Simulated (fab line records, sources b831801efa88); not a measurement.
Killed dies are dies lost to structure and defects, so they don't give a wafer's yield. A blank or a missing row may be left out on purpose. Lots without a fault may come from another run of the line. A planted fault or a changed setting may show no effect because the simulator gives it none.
fab line records | flow sky130
record lots=12 wafers=36 last_day=50
route steps=708 shown METAL2@488 VIA2@528 METAL4@633 PAD_OPEN@708
lots that met no fault: from a run of the same line without faults
start_h: hours from the record's first day to the start of the lot's first wafer shown | wait_h: hours since the lot's step before | " the same as in the row above | L1.1+2: a row that stands for several wafers | - no value, or no start given | * or withheld: withheld | < > ~ a bound
route shown NAME@n: a module of which the file shows steps, and the number in the route of the first | usual: mean/standard deviation of fault-free wafers | same: alike in all rows | chamber/n: place in a boat | sites: the reading at each site | _std_site: their standard deviation | _edge_site: outer sites' mean less inner sites' | radius_mm: how far each site lies from the wafer's centre | mask NAME#n: copy n | behind: the tool/chamber that last shaped the wafer | hold: why the lot was held/for how many hours/how that ended | device: the transistor (n, p or np) that didn't switch | end of line: the same wafers' tests at the end of the route | a step without rows: its recipe alone | killed: dies lost to structure and defects at the first sort, not the wafer's yield | map: a wafer's dies, x killed, . not, _ none there
set.NAME: the setting as run; set.NAME@STEP: as run at that earlier step | model.NAME: the simulator's own value behind a step, which no gauge read
steps of the route over a sample of lots; a table a step, a row a wafer
services: from which hour (start_h, from the record's first day; less than 0 if before it) a tool's chamber was out of use, for how many hours, and why
## steps
# step SKY_METAL2_RS_MEAS_05
# recipe thk_meas_gauge=four-point-probe reads=TiN_of_METAL2_SPUTTER_04+Ti_of_METAL2_SPUTTER_03+AlCu_of_METAL2_SPUTTER_02+TiN_of_METAL2_SPUTTER_01+Ti_of_METAL2_SPUTTER_00
# usual METAL2_ALCU_RS=0.1270/0.0013
# columns lot.wafer tool chamber start_h wait_h METAL2_ALCU_RS[ohm/sq]
L605.4 film_metro-02 - 790.88 0.1 0.1247
L605.5 " - " " 0.1249
L605.6 " - " " 0.1241
L607.1 film_metro-04 - 804.76 0.0 0.1276
L607.5 " - " " 0.1270
L607.6 " - " " 0.1280
L606.1 film_metro-04 - 806.61 0.0 0.1267
L606.4 " - " " 0.1268
L606.5 " - " " 0.1273
L608.1 film_metro-02 - 817.43 0.0 0.1264
L608.3 " - " " 0.1268
L608.5 " - " " 0.1261
L609.2 film_metro-04 - 820.86 0.0 0.1263
L609.4 " - " " 0.1270
L609.5 " - " " 0.1280
L611.1 film_metro-03 - 844.25 0.0 0.1278
L611.3 " - " " 0.1291
L611.5 " - " " 0.1284
L612.2 film_metro-03 - 849.89 0.0 0.1265
L612.3 " - " " 0.1250
L612.4 " - " " 0.1246
L613.3 film_metro-04 - 861.32 0.1 0.1275
L613.4 " - " " 0.1282
L613.6 " - " " 0.1285
L617.2 film_metro-02 - 882.69 0.0 0.1278
L617.3 " - " " 0.1276
L617.4 " - " " 0.1281
L618.1 film_metro-02 - 894.19 0.0 0.1262
L618.3 " - " " 0.1254
L618.6 " - " " 0.1257
L622.1 film_metro-02 - 923.04 0.0 0.1249
L622.4 " - " " 0.1251
L622.6 " - " " 0.1247
L626.4 film_metro-03 - 951.64 0.1 0.1261
L626.5 " - " " 0.1255
L626.6 " - " " 0.1255
# step SKY_METAL2_THK_MEAS_06
# recipe thk_meas_gauge=xrf reads=AlCu_of_METAL2_SPUTTER_02
# usual METAL2_ALCU_THK=248/3.1
# columns lot.wafer tool chamber start_h wait_h METAL2_ALCU_THK[nm]
L605.4 film_metro-02 - 790.97 0.1 253
L605.5 " - " " 253
L605.6 " - " " 256
L607.1 film_metro-04 - 804.88 0.1 247
L607.5 " - " " 247
L607.6 " - " " 246
L606.1 film_metro-04 - 806.73 0.1 248
L606.4 " - " " 249
L606.5 " - " " 247
L608.1 film_metro-02 - 817.55 0.1 250
L608.3 " - " " 249
L608.5 " - " " 252
L609.2 film_metro-04 - 820.97 0.1 248
L609.4 " - " " 249
L609.5 " - " " 245
L611.1 film_metro-03 - 844.37 0.1 242
L611.3 " - " " 242
L611.5 " - " " 243
L612.2 film_metro-03 - 850.00 0.1 247
L612.3 " - " " 250
L612.4 " - " " 249
L613.3 film_metro-04 - 861.42 0.1 249
L613.4 " - " " 246
L613.6 " - " " 245
L617.2 film_metro-02 - 882.80 0.1 248
L617.3 " - " " 248
L617.4 " - " " 248
L618.1 film_metro-02 - 894.31 0.1 253
L618.3 " - " " 251
L618.6 " - " " 252
L622.1 film_metro-02 - 923.16 0.1 253
L622.4 " - " " 252
L622.6 " - " " 252
L626.4 film_metro-03 - 951.73 0.1 250
L626.5 " - " " 250
L626.6 " - " " 251
# step SKY_VIA2_CVD_21
# recipe material=W target_thk_nm=420 time_s=126.4 temp_c=400 pressure_torr=40
# usual heater_power_w=889/98
# columns lot.wafer tool chamber start_h wait_h heater_power_w
L605.4 cvd_w-02 1 846.88 0.0 789
L605.5 " 1 " " 765
L605.6 " 0 " " 859
L607.1 cvd_w-01 0 860.23 0.0 914
L607.5 " 1 " " 984
L607.6 " 0 " " 924
L606.1 cvd_w-01 0 861.98 0.0 923
L606.4 " 0 " " 930
L606.5 " 0 " " 910
L608.1 cvd_w-01 0 872.20 0.0 936
L608.3 " 0 " " 945
L608.5 " 1 " " 1019
L609.2 cvd_w-02 0 876.78 0.0 841
L609.4 " 1 " " 755
L609.5 " 0 " " 856
L611.1 cvd_w-02 1 898.99 0.0 739
L611.3 " 0 " " 851
L611.5 " 0 " " 835
L612.2 cvd_w-02 0 903.99 0.0 847
L612.3 " 0 " " 842
L612.4 " 1 " " 776
L613.3 cvd_w-01 1 914.74 0.1 1002
L613.4 " 0 " " 921
L613.6 " 0 " " 927
L617.2 cvd_w-02 0 935.21 0.0 845
L617.3 " 1 " " 731
L617.4 " 0 " " 853
L618.1 cvd_w-02 1 946.19 0.0 715
L618.3 " 0 " " 842
L618.6 " 0 " " 856
L622.1 cvd_w-02 0 974.74 0.0 834
L622.4 " 1 " " 742
L622.6 " 0 " " 847
L626.4 cvd_w-01 1 1001.85 0.1 1019
L626.5 " 0 " " 916
L626.6 " 1 " " 1017
# step SKY_METAL4_ETCH_17
# recipe target=SiO2 stop_on=TiN chemistry=C4F8/O2/Ar source_w=1500 bias_w=1200 pressure_mtorr=40 c4f8_flow_sccm=withheld O2_flow_sccm=6 Ar_flow_sccm=300 time_s=3.9 target_depth_a=150
# usual oes_product_au=0.756/0.0074
# columns lot.wafer tool chamber start_h wait_h oes_product_au rf_hours_counter_h
L605.4 rie_diel-02 2 978.44 0.0 0.748 -
L605.5 " 1 " " 0.748 -
L605.6 " 0 " " 0.742 -
L607.1 rie_diel-02 2 988.80 0.1 0.761 24
L607.5 " 0 " " 0.753 -
L607.6 " 3 " " 0.757 -
L606.1 rie_diel-01 0 991.38 0.1 0.749 4
L606.4 " 3 " " 0.756 8
L606.5 " 2 " " 0.766 -
L608.1 rie_diel-04 0 1001.43 0.1 0.744 10
L608.3 " 3 " " 0.745 11
L608.5 " 0 " " 0.757 -
L609.2 rie_diel-02 0 1004.06 0.1 0.752 7
L609.4 " 2 " " 0.767 24
L609.5 " 1 " " 0.745 -
L611.1 rie_diel-01 3 1024.26 0.1 0.752 9
L611.3 " 1 " " 0.751 17
L611.5 " 3 " " 0.757 -
L612.2 rie_diel-04 2 1028.98 0.1 0.754 7
L612.3 " 1 " " 0.759 6
L612.4 " 2 " " 0.756 -
L613.3 rie_diel-04 2 1039.33 0.0 0.754 7
L613.4 " 1 " " 0.756 6
L613.6 " 0 " " 0.756 -
L617.2 rie_diel-04 2 1057.43 0.1 0.752 8
L617.3 " 1 " " 0.754 6
L617.4 " 0 " " 0.745 12
L618.1 rie_diel-01 2 1065.54 0.2 0.763 13
L618.3 " 1 " " 0.755 18
L618.6 " 3 " " 0.756 -
L622.1 rie_diel-02 1 1091.40 0.1 0.749 14
L622.4 " 0 " " 0.754 11
L622.6 " 3 " " 0.762 -
L626.4 rie_diel-01 2 1114.79 0.0 0.764 -
L626.5 " 3 " " 0.763 -
L626.6 " 0 " " 0.762 -
# step SKY_PAD_OPEN_PROBE_99
# usual defect_limited_yield=82.8/2 killed_at_M0_to_M3=42/7.3 killed_at_M4_up=3.2/1.8 killed_at_contacts=25/5.2 killed_at_front_end=15/4.6 killed_at_other=0.3/0.62 killed_dies=85/9.9 killed_open=46/7.1 killed_short=38/5.7 sort_bin_3_pad_short=0.9/0.42 sort_bin_5_function=10.0/1.5 sort_bin_6_memory=6.3/1.2 sort_n_pass=407/9.9 sort_yield_pct=82.8/2
# same gross_dies=492 killed_at_back_side=0 sort_bin_4_leakage[%]=0 sort_bin_8_speed[%]=0
# columns lot.wafer tool chamber start_h wait_h defect_limited_yield[%] killed_at_M0_to_M3 killed_at_M4_up killed_at_contacts killed_at_front_end killed_at_other killed_dies killed_open killed_short sort_bin_3_pad_short[%] sort_bin_5_function[%] sort_bin_6_memory[%] sort_n_pass sort_yield_pct[%]
L605.4 prober-01 - 1073.87 0.2 82.5 40 1 25 20 0 86 43 43 1.2 9.8 6.5 406 82.5
L605.5 prober-01 - 1073.92 0.2 80.9 47 1 30 16 0 94 51 43 0.8 11.2 7.1 398 80.9
L605.6 prober-01 - 1073.97 0.2 81.9 41 1 28 19 0 89 49 40 0.2 11.0 6.9 403 81.9
L607.1 prober-01 - 1083.82 0.1 80.9 48 4 31 11 0 94 50 44 1.8 10.6 6.7 398 80.9
L607.5 prober-01 - 1084.02 0.2 78.9 58 2 26 18 0 104 59 45 1.4 11.6 8.1 388 78.9
L607.6 prober-01 - 1084.07 0.2 79.7 53 2 25 20 0 100 56 44 1.0 10.4 8.9 392 79.7
L609.2 prober-02 - 1096.09 0.1 82.1 54 0 19 15 0 88 44 44 1.4 11.4 5.1 404 82.1
L609.4 prober-02 - 1096.19 0.2 81.3 49 3 25 13 2 92 49 41 1.2 11.8 5.7 400 81.3
L609.5 prober-02 - 1096.24 0.2 82.7 48 4 24 7 2 85 36 47 1.6 10.2 5.5 407 82.7
L617.2 prober-02 - 1143.04 0.1 82.9 40 4 28 12 0 84 47 37 0.4 9.1 7.5 408 82.9
L617.3 prober-02 - 1143.09 0.2 85.0 32 4 26 12 0 74 34 40 1.0 8.9 5.1 418 85.0
L617.4 prober-02 - 1143.14 0.2 77.0 26 53 19 13 2 113 35 31 2.6 15.4 4.9 379 77.0
L618.1 prober-01 - 1151.71 0.1 86.8 37 4 13 11 0 65 34 31 1.4 8.3 3.5 427 86.8
L618.3 prober-01 - 1151.81 0.2 84.3 41 3 21 12 0 77 43 34 0.4 9.8 5.5 415 84.3
L618.6 prober-01 - 1151.96 0.2 86.8 33 0 18 14 0 65 36 29 0.6 6.5 6.1 427 86.8
L622.1 prober-01 - 1173.78 0.1 82.1 36 3 28 21 0 88 50 38 1.2 9.6 7.1 404 82.1
L622.4 prober-01 - 1173.93 0.2 81.1 50 7 25 11 0 93 51 42 1.6 8.9 8.3 399 81.1
L622.6 prober-01 - 1174.03 0.2 81.3 42 7 30 13 0 92 46 46 0.6 11.4 6.7 400 81.3
L626.4 prober-01 - 1191.82 0.2 84.1 40 2 19 17 0 78 46 32 1.2 8.7 5.9 414 84.1
L626.5 prober-01 - 1191.87 0.2 80.7 43 3 31 18 0 95 51 44 1.0 11.6 6.7 397 80.7
L626.6 prober-01 - 1191.92 0.2 83.3 35 2 26 18 1 82 49 33 0 10.8 5.9 410 83.3
# killed by level:class
L605.4 METAL2:geometric_particle:short=9 LI_CONTACT:geometric_particle:open=8 CONTACT:geometric_particle:open=8 VIA3:geometric_particle:short=7 VIA1:geometric_particle:open=6 FIELD_ISO:geometric_particle:open=5 POLY_GATE:geometric_particle:short=5 METAL1:geometric_particle:short=4
L605.5 CONTACT:geometric_particle:open=15 VIA1:geometric_particle:open=12 POLY_GATE:geometric_particle:short=6 METAL2:geometric_particle:short=6 CONTACT:geometric_particle:short=5 METAL1:geometric_particle:short=5 VIA2:geometric_particle:open=5 VIA3:geometric_particle:open=5
L605.6 LI_CONTACT:geometric_particle:open=9 CONTACT:geometric_particle:open=9 VIA2:geometric_particle:open=7 FIELD_ISO:geometric_particle:short=6 VIA1:geometric_particle:open=6 VIA3:geometric_particle:open=6 LOCAL_INTERCONNECT:geometric_particle:short=5 VIA3:geometric_particle:short=5
L607.1 VIA1:geometric_particle:open=15 CONTACT:geometric_particle:open=9 CONTACT:geometric_particle:short=8 VIA2:geometric_particle:open=6 VIA3:geometric_particle:open=6 LI_CONTACT:geometric_particle:open=5 FIELD_ISO:geometric_particle:short=4 LI_CONTACT:geometric_particle:short=4
L607.5 VIA1:geometric_particle:open=16 VIA3:geometric_particle:open=9 VIA1:geometric_particle:short=8 CONTACT:geometric_particle:open=7 CONTACT:geometric_particle:short=7 LI_CONTACT:geometric_particle:open=6 METAL2:geometric_particle:open=6 POLY_GATE:geometric_particle:open=5
L607.6 CONTACT:geometric_particle:open=13 VIA1:geometric_particle:open=12 POLY_GATE:geometric_particle:open=7 VIA2:geometric_particle:open=7 CONTACT:geometric_particle:short=7 METAL1:geometric_particle:short=6 VIA3:geometric_particle:short=6 VIA1:geometric_particle:short=6
L609.2 CONTACT:geometric_particle:open=12 VIA1:geometric_particle:open=11 METAL1:geometric_particle:short=8 VIA1:geometric_particle:short=8 FIELD_ISO:geometric_particle:short=6 VIA3:geometric_particle:open=6 VIA3:geometric_particle:short=4 VIA2:geometric_particle:short=4
L609.4 VIA1:geometric_particle:open=12 VIA2:geometric_particle:open=11 LI_CONTACT:geometric_particle:open=7 CONTACT:geometric_particle:open=7 METAL2:geometric_particle:short=6 LOCAL_INTERCONNECT:geometric_particle:short=5 VIA1:geometric_particle:short=5 FIELD_ISO:geometric_particle:open=4
L609.5 METAL2:geometric_particle:short=8 LI_CONTACT:geometric_particle:open=7 METAL1:geometric_particle:short=7 VIA1:geometric_particle:short=6 VIA1:geometric_particle:open=6 LOCAL_INTERCONNECT:geometric_particle:short=5 CONTACT:geometric_particle:open=5 VIA3:geometric_particle:open=5
L617.2 LI_CONTACT:geometric_particle:open=10 CONTACT:geometric_particle:open=10 METAL1:geometric_particle:short=7 VIA2:geometric_particle:open=7 VIA3:geometric_particle:open=6 FIELD_ISO:geometric_particle:open=5 VIA2:geometric_particle:short=5 METAL2:geometric_particle:short=4
L617.3 VIA3:geometric_particle:open=8 LI_CONTACT:geometric_particle:open=8 METAL2:geometric_particle:short=6 CONTACT:geometric_particle:short=5 CONTACT:geometric_particle:open=5 VIA2:geometric_particle:short=5 FIELD_ISO:geometric_particle:short=4 LI_CONTACT:geometric_particle:short=4
L617.4 METAL4:unspecified=47 CONTACT:geometric_particle:open=8 LI_CONTACT:geometric_particle:open=7 VIA3:geometric_particle:open=7 VIA1:geometric_particle:open=6 METAL2:geometric_particle:short=6 POLY_GATE:geometric_particle:short=5 METAL4:geometric_particle:short=5
L618.1 VIA1:geometric_particle:open=8 VIA3:geometric_particle:open=6 VIA2:geometric_particle:open=6 FIELD_ISO:geometric_particle:open=5 CONTACT:geometric_particle:short=5 METAL2:geometric_particle:short=5 CONTACT:geometric_particle:open=3 VIA2:geometric_particle:short=3
L618.3 METAL1:geometric_particle:short=10 LI_CONTACT:geometric_particle:open=8 VIA1:geometric_particle:open=8 CONTACT:geometric_particle:open=7 VIA2:geometric_particle:open=5 VIA3:geometric_particle:open=5 FIELD_ISO:geometric_particle:open=4 FIELD_ISO:geometric_particle:short=4
L618.6 CONTACT:geometric_particle:open=6 VIA1:geometric_particle:open=6 VIA3:geometric_particle:open=4 LI_CONTACT:geometric_particle:open=4 LI_CONTACT:geometric_particle:short=4 METAL1:geometric_particle:short=4 METAL2:geometric_particle:short=4 VIA2:geometric_particle:open=4
L622.1 CONTACT:geometric_particle:open=11 LI_CONTACT:geometric_particle:open=7 VIA1:geometric_particle:open=7 POLY_GATE:geometric_particle:open=5 POLY_GATE:geometric_particle:short=5 CONTACT:geometric_particle:short=5 METAL2:geometric_particle:short=5 VIA3:geometric_particle:open=5
L622.4 VIA1:geometric_particle:open=12 CONTACT:geometric_particle:open=10 METAL1:geometric_particle:short=10 LI_CONTACT:geometric_particle:open=8 FIELD_ISO:geometric_particle:open=6 VIA3:geometric_particle:open=6 METAL4:geometric_particle:short=6 LOCAL_INTERCONNECT:geometric_particle:short=5
L622.6 LI_CONTACT:geometric_particle:open=9 CONTACT:geometric_particle:open=8 VIA1:geometric_particle:open=8 POLY_GATE:geometric_particle:open=6 LOCAL_INTERCONNECT:geometric_particle:short=6 METAL2:geometric_particle:short=6 VIA3:geometric_particle:open=6 METAL4:geometric_particle:short=5
L626.4 VIA1:geometric_particle:open=12 METAL2:geometric_particle:short=6 FIELD_ISO:geometric_particle:short=5 VIA3:geometric_particle:open=5 LI_CONTACT:geometric_particle:open=5 CONTACT:geometric_particle:open=5 VIA2:geometric_particle:open=5 CONTACT:geometric_particle:short=4
L626.5 CONTACT:geometric_particle:open=15 VIA1:geometric_particle:open=12 FIELD_ISO:geometric_particle:short=8 VIA2:geometric_particle:open=8 LI_CONTACT:geometric_particle:open=6 CONTACT:geometric_particle:short=5 METAL2:geometric_particle:short=5 VIA3:geometric_particle:short=5
L626.6 VIA1:geometric_particle:open=11 CONTACT:geometric_particle:open=8 FIELD_ISO:geometric_particle:open=7 VIA2:geometric_particle:open=7 LI_CONTACT:geometric_particle:open=6 LOCAL_INTERCONNECT:geometric_particle:short=6 VIA3:geometric_particle:open=4 FIELD_ISO:geometric_particle:short=3
## services
# columns tool chamber start_h hours kind
rie_diel-02 1 838.07 10.5 repair
rie_diel-01 0 838.88 2.8 repair
rie_diel-04 3 854.77 7.2 repair
cvd_w-02 1 878.18 4.8 repair
rie_diel-01 3 898.44 33.1 repair
cvd_w-02 - 904.12 14.0 pm
rie_diel-04 - 905.35 0.6 repair
cvd_w-01 - 905.72 0.9 repair
cvd_w-01 0 908.10 5.6 repair
rie_diel-01 2 936.08 7.8 repair
rie_diel-04 - 936.89 0.9 repair
rie_diel-02 1 944.17 4.7 repair
rie_diel-02 1 949.62 13.7 repair
rie_diel-02 3 950.87 4.8 repair
rie_diel-01 2 966.85 1.8 repair
rie_diel-02 3 977.78 1.4 repair
rie_diel-02 - 989.23 14.6 pm
cvd_w-01 - 992.70 0.7 repair
cvd_w-02 - 1007.57 1.0 repair
rie_diel-04 3 1024.89 8.0 repair
rie_diel-04 1 1025.32 1.6 repair
cvd_w-01 1 1028.13 12.8 repair
rie_diel-02 2 1045.87 7.2 repair
cvd_w-01 1 1058.19 13.6 repair
## key
first_sign step=SKY_PAD_OPEN_PROBE_99 reading=killed_at_M4_up direction=up sigmas=28 usual=3.2 struck=53
effect step=SKY_PAD_OPEN_PROBE_99 reading=sort_bin_3_pad_short direction=up sigmas=4.3 usual=0.9 struck=2.6
met_at SKY_METAL4_ETCH_17
struck_lots L617
struck_wafers L617.4
not_acting_at SKY_METAL2_RS_MEAS_05,SKY_METAL2_THK_MEAS_06,SKY_VIA2_CVD_21
onset_between 1039.33 1057.43
fault kind=chamber_particle_source tool=rie_diel-04 chamber=0 onset_h=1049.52 steps=SKY_METAL4_ETCH_17 rate_per_visit_cm2=0.55615 end_h=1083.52
